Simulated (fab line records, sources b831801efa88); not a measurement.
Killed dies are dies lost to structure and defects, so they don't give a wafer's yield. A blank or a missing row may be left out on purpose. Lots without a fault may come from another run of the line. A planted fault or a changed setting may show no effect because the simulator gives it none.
fab line records | flow sky130 | part 1 of 2: steps 1 to 21 of 30
record lots=5 wafers=15 last_day=50
route steps=708 shown LDD_LDN@298 SPACER@304 POLY_CUT@307 SD_P@320
lots that met no fault: from a run of the same line without faults
start_h: hours from the record's first day to the start of the lot's first wafer shown | wait_h: hours since the lot's step before | " the same as in the row above | L1.1+2: a row that stands for several wafers | - no value, or no start given | * or withheld: withheld | < > ~ a bound
route shown NAME@n: a module of which the file shows steps, and the number in the route of the first | usual: mean/standard deviation of fault-free wafers | same: alike in all rows | chamber/n: place in a boat | sites: the reading at each site | _std_site: their standard deviation | _edge_site: outer sites' mean less inner sites' | radius_mm: how far each site lies from the wafer's centre | mask NAME#n: copy n | behind: the tool/chamber that last shaped the wafer | hold: why the lot was held/for how many hours/how that ended | device: the transistor (n, p or np) that didn't switch | end of line: the same wafers' tests at the end of the route | a step without rows: its recipe alone | killed: dies lost to structure and defects at the first sort, not the wafer's yield | map: a wafer's dies, x killed, . not, _ none there
set.NAME: the setting as run; set.NAME@STEP: as run at that earlier step | model.NAME: the simulator's own value behind a step, which no gauge read
lots at some steps of the route; a table a step, a row a wafer
services: from which hour (start_h, from the record's first day; less than 0 if before it) a tool's chamber was out of use, for how many hours, and why
## steps
# step SKY_LDD_LDN_IMPLANT_09
# recipe species=As energy_kev=15 dose_cm2=1.25e+13 tilt_deg=withheld rotation_deg=113
# usual beam_on_s=10.00/0.21 rotation_deg=113.00/0.025
# columns lot.wafer tool chamber start_h wait_h beam_on_s rotation_deg
L075.3 implanter-02 0 535.14 0.1 10.05 112.99
L075.4 " 0 " " 10.12 112.98
L075.6 " 0 " " 9.88 112.98
L076.1 implanter-03 0 547.39 0.1 9.92 112.98
L076.2 " 0 " " 10.27 113.02
L076.5 " 0 " " 10.01 113.00
L090.2 implanter-02 0 667.72 0.1 9.60 113.02
L090.5 " 0 " " 9.90 113.01
L090.6 " 0 " " 9.83 113.00
L091.2 implanter-03 0 675.22 0.1 10.14 113.05
L091.3 " 0 " " 10.15 113.00
L091.4 " 0 " " 9.47 113.00
L095.1 implanter-02 0 701.97 0.1 9.90 113.02
L095.2 " 0 " " 10.05 113.03
L095.6 " 0 " " 9.70 112.97
# step SKY_LDD_LDN_IMPLANT_10
# recipe species=As energy_kev=15 dose_cm2=1.25e+13 tilt_deg=withheld rotation_deg=203
# usual beam_on_s=10.01/0.2 rotation_deg=203.00/0.038
# columns lot.wafer tool chamber start_h wait_h beam_on_s rotation_deg
L075.3 implanter-02 0 535.29 0.1 9.78 203.00
L075.4 " 0 " " 10.03 202.99
L075.6 " 0 " " 10.05 203.01
L076.1 implanter-03 0 547.54 0.1 10.22 203.05
L076.2 " 0 " " 10.07 203.00
L076.5 " 0 " " 10.17 203.02
L090.2 implanter-02 0 667.87 0.1 9.63 203.00
L090.5 " 0 " " 9.87 203.05
L090.6 " 0 " " 9.92 202.99
L091.2 implanter-03 0 675.37 0.1 9.95 203.01
L091.3 " 0 " " 10.00 203.00
L091.4 " 0 " " 10.11 203.00
L095.1 implanter-02 0 702.12 0.1 10.12 203.08
L095.2 " 0 " " 9.89 202.97
L095.6 " 0 " " 9.90 202.99
# step SKY_LDD_LDN_IMPLANT_11
# recipe species=As energy_kev=15 dose_cm2=1.25e+13 tilt_deg=withheld rotation_deg=293
# usual beam_on_s=10.01/0.21 rotation_deg=293.01/0.051
# columns lot.wafer tool chamber start_h wait_h beam_on_s rotation_deg
L075.3 implanter-02 0 535.44 0.1 9.74 293.06
L075.4 " 0 " " 10.08 293.01
L075.6 " 0 " " 9.91 293.02
L076.1 implanter-03 0 547.69 0.1 9.90 293.02
L076.2 " 0 " " 9.86 293.01
L076.5 " 0 " " 10.35 292.97
L090.2 implanter-02 0 668.02 0.1 9.98 293.04
L090.5 " 0 " " 10.17 292.98
L090.6 " 0 " " 10.04 292.98
L091.2 implanter-03 0 675.52 0.1 9.73 292.98
L091.3 " 0 " " 10.02 293.01
L091.4 " 0 " " 9.98 292.92
L095.1 implanter-02 0 702.27 0.1 10.15 293.03
L095.2 " 0 " " 9.79 293.05
L095.6 " 0 " " 10.14 293.01
# step SKY_LDD_LDN_STRIP_12
# recipe chemistry=O2/N2 power_w=1400 pressure_mtorr=1500 platen_temp_c=withheld o2_flow_sccm=3000 n2_flow_sccm=300 overash_fraction=0.5
# usual drypump_motor_current_A=5.8/0.43 oes_product_au=0.716/0.0044 strip_time_to_endpoint_s=14.18/0.037
# columns lot.wafer tool chamber start_h wait_h drypump_motor_current_A oes_product_au rf_hours_counter_h strip_time_to_endpoint_s
L075.3 plasma_asher-01 1 535.58 0.1 5.1 0.713 - 14.12
L075.4 " 0 " " 6.1 0.718 - 14.13
L075.6 " 1 " " 5.1 0.714 - 14.18
L076.1 plasma_asher-02 0 547.84 0.1 5.6 0.710 70 14.22
L076.2 " 1 " " 6.3 0.722 70 14.19
L076.5 " 0 " " 5.5 0.706 - 14.28
L090.2 plasma_asher-03 0 668.14 0.1 5.4 0.717 101 14.14
L090.5 " 0 " " 5.4 0.713 - 14.15
L090.6 " 1 " " 6.1 0.711 - 14.18
L091.2 plasma_asher-03 1 675.64 0.1 6.1 0.720 102 14.18
L091.3 " 0 " " 5.4 0.712 - 14.12
L091.4 " 1 " " 6.1 0.715 - 14.16
L095.1 plasma_asher-02 0 702.42 0.1 5.5 0.721 86 14.23
L095.2 " 1 " " 6.2 0.709 86 14.18
L095.6 " 0 " " 5.5 0.719 - 14.23
# step SKY_LDD_LDN_TW_MEAS_13
# usual LDD_LDN_TW=1491/10
# columns lot.wafer tool chamber start_h wait_h LDD_LDN_TW
L075.3 film_metro-03 - 535.66 0.1 1509
L075.4 " - " " 1510
L075.6 " - " " 1506
L076.1 film_metro-04 - 547.94 0.1 1483
L076.2 " - " " 1489
L076.5 " - " " 1486
L090.2 film_metro-04 - 668.25 0.1 1505
L090.5 " - " " 1491
L090.6 " - " " 1495
L091.2 film_metro-02 - 675.75 0.1 1490
L091.3 " - " " 1485
L091.4 " - " " 1486
L095.1 film_metro-03 - 702.52 0.1 1508
L095.2 " - " " 1500
L095.6 " - " " 1503
# step SKY_LDD_LDN_CLEAN_14
# recipe chemistry=SC1/SC2 mix=1:4:20 temp_c=70 time_s=150 dry=n2_spin
# columns lot.wafer tool chamber start_h wait_h
L075.3+4+6 wet_bench-02 2 535.70 0.0
L076.1+2+5 wet_bench-01 0 548.00 0.1
L090.2+5+6 wet_bench-04 0 668.30 0.0
L091.2+3+4 wet_bench-02 2 675.80 0.0
L095.1+2+6 wet_bench-04 3 702.58 0.1
# step SKY_SPACER_CVD_00
# recipe material=Si3N4 precursor=DCS/NH3 target_thk_nm=43.1 temp_c=770 time_s=740 pressure_mtorr=250
# usual zone_power_top_pct=23.4/2.4
# columns lot.wafer tool chamber start_h wait_h zone_power_top_pct
L075.3 lpcvd-02 1 535.75 0.0 25.2
L075.4 " 1 " " 25.0
L075.6 " 1 " " 25.1
L076.1 lpcvd-02 1 548.05 0.0 25.5
L076.2 " 1 " " 25.4
L076.5 " 1 " " 25.2
L090.2 lpcvd-02 0 669.20 0.9 20.2
L090.5 " 0 " " 20.3
L090.6 " 0 " " 20.4
L091.2 lpcvd-02 0 677.39 1.5 20.2
L091.3 " 0 " " 20.4
L091.4 " 0 " " 20.3
L095.1 lpcvd-02 1 702.64 0.0 25.1
L095.2 " 1 " " 25.4
L095.6 " 1 " " 24.3
# step SKY_SPACER_THK_MEAS_01
# recipe reads=Si3N4_of_SPACER_CVD_00
# usual SPACER_CVD_00_THK=43.0/0.44
# columns lot.wafer tool chamber start_h wait_h SPACER_CVD_00_THK[nm]
L075.3 film_metro-01 - 536.98 0.0 43.5
L075.4 " - " " 43.1
L075.6 " - " " 43.0
L076.1 film_metro-01 - 549.26 0.0 43.2
L076.2 " - " " 43.1
L076.5 " - " " 42.9
L090.2 film_metro-02 - 670.42 0.0 42.5
L090.5 " - " " 42.2
L090.6 " - " " 42.4
L091.2 film_metro-03 - 679.21 0.0 43.3
L091.3 " - " " 43.4
L091.4 " - " " 43.2
L095.1 film_metro-03 - 703.84 0.0 43.2
L095.2 " - " " 43.5
L095.6 " - " " 43.4
# step SKY_SPACER_ETCHBACK_02
# recipe chemistry=CH3F/O2 target=Si3N4 stop_on=SiO2 source_w=400 bias_w=80 pressure_mtorr=25 ch3f_flow_sccm=40 O2_flow_sccm=30 time_s=46.7 target_depth_a=450
# usual bias_w=80.00/0.25 drypump_motor_current_A=5.8/0.33 oes_product_au=0.854/0.0066 throttle_valve_pct=10.563/0.0091
# columns lot.wafer tool chamber start_h wait_h bias_w drypump_motor_current_A oes_product_au rf_hours_counter_h throttle_valve_pct
L075.3 rie_diel-04 2 537.02 0.0 80.25 5.8 0.857 6 10.562
L075.4 " 1 " " 79.73 5.5 0.858 9 10.540
L075.6 " 2 " " 80.22 5.8 0.847 - 10.553
L076.1 rie_diel-02 2 549.32 0.1 79.99 6.0 0.852 4 10.577
L076.2 " 0 " " 80.41 6.2 0.849 5 10.570
L076.5 " 0 " " 80.01 6.2 0.858 - 10.549
L090.2 rie_diel-04 1 670.47 0.0 79.64 5.5 0.845 11 10.577
L090.5 " 2 " " 80.06 5.8 0.851 - 10.549
L090.6 " 3 " " 80.02 6.0 0.847 - 10.544
L091.2 rie_diel-01 0 679.26 0.0 80.22 6.1 0.856 20 10.564
L091.3 " 2 " " 80.31 5.7 0.855 15 10.576
L091.4 " 3 " " 79.76 6.0 0.855 1 10.552
L095.1 rie_diel-01 0 703.90 0.1 80.27 6.1 0.856 21 10.553
L095.2 " 3 " " 80.39 6.0 0.861 2 10.569
L095.6 " 1 " " 79.94 5.4 0.861 - 10.569
# step SKY_POLY_CUT_DEHYDRATE_00
# recipe temp_c=200 time_s=60
# usual chill_plate_temp_C=23.01/0.1 exhaust_pa=45.1/0.88 heater_power_total_W=160.37/0.12
# columns lot.wafer tool chamber start_h wait_h chill_plate_temp_C exhaust_pa heater_power_total_W
L075.3 litho_track-03 0 551.32 14.3 23.05 44.8 160.37
L075.4 " 0 " " 23.05 44.4 160.46
L075.6 " 0 " " 23.02 45.5 160.18
L076.1 litho_track-02 0 563.43 14.1 22.98 46.0 160.23
L076.2 " 0 " " 22.98 44.5 160.54
L076.5 " 0 " " 23.02 45.6 160.34
L090.2 litho_track-03 0 683.69 13.2 23.27 43.3 160.36
L090.5 " 0 " " 23.23 44.5 160.51
L090.6 " 0 " " 23.14 43.1 160.38
L091.2 litho_track-02 0 693.41 14.1 22.98 45.9 160.33
L091.3 " 0 " " 22.94 45.6 160.28
L091.4 " 0 " " 23.15 45.9 160.19
L095.1 litho_track-01 0 717.51 13.6 22.92 46.6 160.29
L095.2 " 0 " " 22.93 45.5 160.39
L095.6 " 0 " " 22.94 46.1 160.33
# step SKY_POLY_CUT_HMDS_01
# recipe prime_time_s=60 prime_temp_c=120
# usual chill_plate_temp_C=23.01/0.11 exhaust_pa=45.0/0.98
# columns lot.wafer tool chamber start_h wait_h chill_plate_temp_C exhaust_pa
L075.3 litho_track-03 0 551.47 0.1 23.05 43.6
L075.4 " 0 " " 22.96 42.9
L075.6 " 0 " " 22.86 43.8
L076.1 litho_track-02 0 563.58 0.1 23.13 44.8
L076.2 " 0 " " 23.13 45.0
L076.5 " 0 " " 23.03 44.5
L090.2 litho_track-03 0 683.84 0.1 23.08 44.9
L090.5 " 0 " " 22.98 45.5
L090.6 " 0 " " 22.86 45.7
L091.2 litho_track-02 0 693.56 0.1 23.13 45.6
L091.3 " 0 " " 23.11 46.2
L091.4 " 0 " " 22.94 45.9
L095.1 litho_track-01 0 717.66 0.1 23.10 44.8
L095.2 " 0 " " 23.09 45.2
L095.6 " 0 " " 22.89 45.0
# step SKY_POLY_CUT_COAT_02
# recipe resist=BARC temp_c=withheld time_s=withheld spin_rpm=3000 resist_thk_nm=60
# usual chill_plate_temp_C=* exhaust_pa=45.1/0.91
# columns lot.wafer tool chamber start_h wait_h chill_plate_temp_C exhaust_pa
L075.3 litho_track-03 0 551.62 0.1 * 44.5
L075.4 " 0 " " * 45.3
L075.6 " 0 " " * 45.8
L076.1 litho_track-02 0 563.73 0.1 * 44.9
L076.2 " 0 " " * 46.2
L076.5 " 0 " " * 45.7
L090.2 litho_track-03 0 683.99 0.1 * 45.1
L090.5 " 0 " " * 45.2
L090.6 " 0 " " * 43.5
L091.2 litho_track-02 0 693.71 0.1 * 44.1
L091.3 " 0 " " * 44.6
L091.4 " 0 " " * 44.8
L095.1 litho_track-01 0 717.81 0.1 * 44.4
L095.2 " 0 " " * 45.8
L095.6 " 0 " " * 44.6
# step SKY_POLY_CUT_COAT_03
# recipe resist=KrF-thick spin_rpm=3000 resist_thk_nm=450
# usual chill_plate_temp_C=23.01/0.11 exhaust_pa=44.9/0.77
# columns lot.wafer tool chamber start_h wait_h chill_plate_temp_C exhaust_pa
L075.3 litho_track-03 0 - - 22.91 44.3
L075.4 " 0 " " 22.99 45.9
L075.6 " 0 " " 23.06 44.6
L076.1 litho_track-02 0 - - 22.96 45.5
L076.2 " 0 " " 22.97 45.0
L076.5 " 0 " " 22.98 44.8
L090.2 litho_track-03 0 - - 23.01 43.9
L090.5 " 0 " " 23.04 45.7
L090.6 " 0 " " 22.96 44.1
L091.2 litho_track-02 0 - - 22.74 44.6
L091.3 " 0 " " 22.85 44.6
L091.4 " 0 " " 23.03 45.1
L095.1 litho_track-01 0 - - 22.98 45.6
L095.2 " 0 " " 23.16 44.3
L095.6 " 0 " " 23.01 45.0
# step SKY_POLY_CUT_SOFTBAKE_04
# recipe temp_c=100 time_s=90 resist=KrF-thick
# usual chill_plate_temp_C=23.03/0.1 exhaust_pa=45.1/0.96 heater_power_total_W=57.37/0.12
# columns lot.wafer tool chamber start_h wait_h chill_plate_temp_C exhaust_pa heater_power_total_W
L075.3 litho_track-03 0 - - 22.99 46.2 57.47
L075.4 " 0 " " 23.09 44.2 57.33
L075.6 " 0 " " 23.12 45.3 57.50
L076.1 litho_track-02 0 - - 22.98 44.4 57.22
L076.2 " 0 " " 22.99 43.8 57.25
L076.5 " 0 " " 22.87 45.1 57.35
L090.2 litho_track-03 0 - - 23.04 44.2 57.30
L090.5 " 0 " " 22.99 44.8 57.38
L090.6 " 0 " " 23.08 44.4 57.41
L091.2 litho_track-02 0 - - 23.06 45.0 57.47
L091.3 " 0 " " 23.03 44.4 57.38
L091.4 " 0 " " 22.91 45.8 57.26
L095.1 litho_track-01 0 - - 22.92 45.5 57.35
L095.2 " 0 " " 22.90 45.1 57.44
L095.6 " 0 " " 22.89 45.2 57.48
# step SKY_POLY_CUT_EXPOSE_05
# recipe mask_id=NPCM na=0.8 source_shape=annular sigma_inner=0.55 sigma_outer=0.85 target_cd_nm=270 dose_mj=32
# same na=0.8
# columns lot.wafer tool chamber start_h wait_h mask
L075.3+4+6 krf_scanner-01 0 - - NPCM#0
L076.1+2+5 krf_scanner-02 0 - - NPCM#0
L090.2+5+6 krf_scanner-01 0 - - NPCM#0
L091.2+3+4 krf_scanner-01 0 - - NPCM#0
L095.1+2+6 krf_scanner-02 0 - - NPCM#0
# step SKY_POLY_CUT_PEB_06
# recipe peb_temp_c=withheld peb_time_s=withheld resist=KrF-thick
# usual chill_plate_temp_C=* exhaust_pa=45.0/0.86
# columns lot.wafer tool chamber start_h wait_h chill_plate_temp_C exhaust_pa
L075.3 litho_track-01 0 - - * 45.5
L075.4 " 0 " " * 46.3
L075.6 " 0 " " * 45.5
L076.1 litho_track-02 0 - - * 45.0
L076.2 " 0 " " * 44.3
L076.5 " 0 " " * 44.5
L090.2 litho_track-01 0 - - * 43.4
L090.5 " 0 " " * 43.2
L090.6 " 0 " " * 44.3
L091.2 litho_track-01 0 - - * 45.5
L091.3 " 0 " " * 45.6
L091.4 " 0 " " * 45.2
L095.1 litho_track-01 0 - - * 45.7
L095.2 " 0 " " * 45.9
L095.6 " 0 " " * 45.0
# step SKY_POLY_CUT_DEVELOP_07
# recipe develop_time_s=60 resist=KrF-thick dev_temp_c=21
# usual chill_plate_temp_C=23.01/0.097 exhaust_pa=44.9/0.8
# columns lot.wafer tool chamber start_h wait_h chill_plate_temp_C exhaust_pa
L075.3 litho_track-01 0 - - 22.95 42.6
L075.4 " 0 " " 23.01 42.9
L075.6 " 0 " " 23.06 43.5
L076.1 litho_track-02 0 - - 23.03 46.7
L076.2 " 0 " " 23.09 44.1
L076.5 " 0 " " 23.07 45.2
L090.2 litho_track-01 0 - - 22.96 44.5
L090.5 " 0 " " 22.89 44.8
L090.6 " 0 " " 22.92 46.2
L091.2 litho_track-01 0 - - 22.81 45.4
L091.3 " 0 " " 22.98 43.3
L091.4 " 0 " " 22.97 45.0
L095.1 litho_track-01 0 - - 23.05 46.0
L095.2 " 0 " " 23.12 45.5
L095.6 " 0 " " 23.15 45.0
# step SKY_POLY_CUT_CD_MEAS_08
# recipe target_cd_nm=270
# usual cd_nm=270.0/1.6
# columns lot.wafer tool chamber start_h wait_h cd_nm
L075.3 cd_sem-02 - 566.85 - 271.5
L075.4 " - " " 269.6
L075.6 " - " " 270.6
L076.1 cd_sem-02 - 579.38 - 269.3
L076.2 " - " " 268.3
L076.5 " - " " 269.0
L090.2 cd_sem-02 - 698.48 - 268.8
L090.5 " - " " 266.1
L090.6 " - " " 269.7
L091.2 cd_sem-02 - 707.53 - 268.9
L091.3 " - " " 267.7
L091.4 " - " " 268.2
L095.1 cd_sem-01 - 731.76 - 270.7
L095.2 " - " " 270.3
L095.6 " - " " 269.5
# step SKY_POLY_CUT_OVL_MEAS_09
# usual POLY_CUT_OVL=-9/7.5
# columns lot.wafer tool chamber start_h wait_h POLY_CUT_OVL[nm]
L075.3 overlay-02 - 566.94 0.1 -7
L075.4 " - " " -4
L075.6 " - " " -4
L076.1 overlay-02 - 579.50 0.1 -8
L076.2 " - " " -4
L076.5 " - " " -4
L090.2 overlay-01 - 698.58 0.1 -24
L090.5 " - " " -15
L090.6 " - " " -20
L091.2 overlay-01 - 707.63 0.1 -10
L091.3 " - " " -13
L091.4 " - " " -14
L095.1 overlay-01 - 731.88 0.1 -13
L095.2 " - " " -10
L095.6 " - " " -2
# step SKY_POLY_CUT_ETCH_10
# recipe chemistry=N2/H2 target=BARC ion_energy_ev=200 source_w=500 bias_w=100 pressure_mtorr=30 n2_flow_sccm=100 h2_flow_sccm=200 stop_on=SiO2 time_s=45.9 target_depth_a=600
# usual bias_w=100.0/0.33 drypump_motor_current_A=5.79/0.25 oes_product_au=0.855/0.0047 throttle_valve_pct=13.225/0.0098
# columns lot.wafer tool chamber start_h wait_h bias_w drypump_motor_current_A oes_product_au rf_hours_counter_h throttle_valve_pct
L075.3 rie_diel-04 2 566.96 0.0 99.5 5.80 0.850 6 13.226
L075.4 " 2 " " 99.9 5.79 0.856 - 13.213
L075.6 " 3 " " 99.9 5.96 0.847 - 13.223
L076.1 rie_diel-01 2 579.54 0.0 100.2 5.67 0.855 11 13.222
L076.2 " 3 " " 100.1 6.02 0.856 76 13.235
L076.5 " 0 " " 100.0 6.12 0.853 - 13.229
L090.2 rie_diel-04 2 698.61 0.0 99.9 5.78 0.854 9 13.230
L090.5 " 1 " " 100.0 5.53 0.855 - 13.223
L090.6 " 2 " " 100.1 5.76 0.864 - 13.230
L091.2 rie_diel-04 3 707.66 0.0 100.0 6.01 0.858 10 13.223
L091.3 " 2 " " 99.9 5.82 0.854 9 13.212
L091.4 " 0 " " 99.6 5.71 0.857 4 13.216
L095.1 rie_diel-01 1 731.91 0.0 99.6 5.44 0.856 4 13.228
L095.2 " 0 " " 99.9 6.12 0.852 22 13.212
L095.6 " 0 " " 100.4 6.14 0.846 - 13.226
# step SKY_POLY_CUT_ETCH_11
# recipe target=Si3N4 chemistry=CF4/CH2F2/Ar stop_on=poly-Si source_w=600 bias_w=150 pressure_mtorr=40 cf4_flow_sccm=40 ch2f2_flow_sccm=20 Ar_flow_sccm=150 time_s=42.5 target_depth_a=600
# usual bias_w=149.9/0.43 drypump_motor_current_A=5.79/0.26 oes_product_au=0.828/0.0065 throttle_valve_pct=14.996/0.0086
# columns lot.wafer tool chamber start_h wait_h bias_w drypump_motor_current_A oes_product_au rf_hours_counter_h throttle_valve_pct
L075.3 rie_diel-04 2 567.01 0.0 150.0 5.80 0.826 6 14.996
L075.4 " 2 " " 150.6 5.83 0.826 - 14.999
L075.6 " 3 " " 149.3 5.99 0.824 - 15.004
L076.1 rie_diel-01 2 579.58 0.0 149.6 5.65 0.824 11 14.982
L076.2 " 3 " " 149.4 6.01 0.829 76 15.004
L076.5 " 0 " " 150.1 6.11 0.813 - 14.982
L090.2 rie_diel-04 2 698.66 0.0 150.4 5.76 0.835 9 14.988
L090.5 " 1 " " 150.2 5.55 0.821 - 14.989
L090.6 " 2 " " 150.3 5.78 0.821 - 15.000
L091.2 rie_diel-04 3 707.71 0.0 149.7 6.01 0.836 10 14.993
L091.3 " 2 " " 150.4 5.80 0.835 9 15.012
L091.4 " 0 " " 149.1 5.73 0.829 4 14.994
L095.1 rie_diel-01 1 731.96 0.0 149.7 5.42 0.832 4 14.993
L095.2 " 0 " " 149.6 6.13 0.825 22 14.998
L095.6 " 0 " " 150.3 6.15 0.825 - 14.994
